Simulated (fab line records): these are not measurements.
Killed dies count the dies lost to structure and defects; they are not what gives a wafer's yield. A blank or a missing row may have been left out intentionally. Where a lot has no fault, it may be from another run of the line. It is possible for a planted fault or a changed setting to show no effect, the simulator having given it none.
What tool caused it? -- flow gf180mcu -- 18 wafers sampled from 6 lots at 1 step of a route of 602

## WHAT THE GAUGES SHOWED, per wafer
GF_MVSD_OVL_MEAS_07.
lot,measured,on,MVSD_OVL (nm)
L104,day 5 03:05,overlay-02,-0.7 -0.1 -1.0
L107,day 5 21:16,overlay-01,0.8 0.6 0.7
L110,day 6 13:25,overlay-01,1.7 0.2 1.3
L113,day 7 06:43,overlay-02,1.2 -0.1 0.4
L117,day 8 07:05,overlay-01,-0.7 0.8 0.1
L123,day 9 16:49,overlay-02,0.6 -0.1 0.1

## EACH LOT AND THE TOOL THAT RAN IT (in order: tool; ch and the chambers of the sampled wafers; start)
The record shows no process step preceding these readings.

## THE ANSWER, worked out from the rows above alone
Rule: the usual values come from the lots themselves. Put in order of their means at a reading, lots are off if they are a third of the lots or fewer, leave a main group of 4 or more, and stand apart from it by a gap of 3 or more times the standard deviation of the main group's means; of several such gaps the widest counts. The tables above print the reading to a certain number of digits; a main group whose means all agree to those digits is not used. A lot without any number at a reading at which 4 lots or more have one is off too. All remaining lots with rows at the step are treated as sound.
Across all readings shown, no lot is off: no conclusion can be drawn from this.

## WHAT THE SIMULATOR HAD PUT IN
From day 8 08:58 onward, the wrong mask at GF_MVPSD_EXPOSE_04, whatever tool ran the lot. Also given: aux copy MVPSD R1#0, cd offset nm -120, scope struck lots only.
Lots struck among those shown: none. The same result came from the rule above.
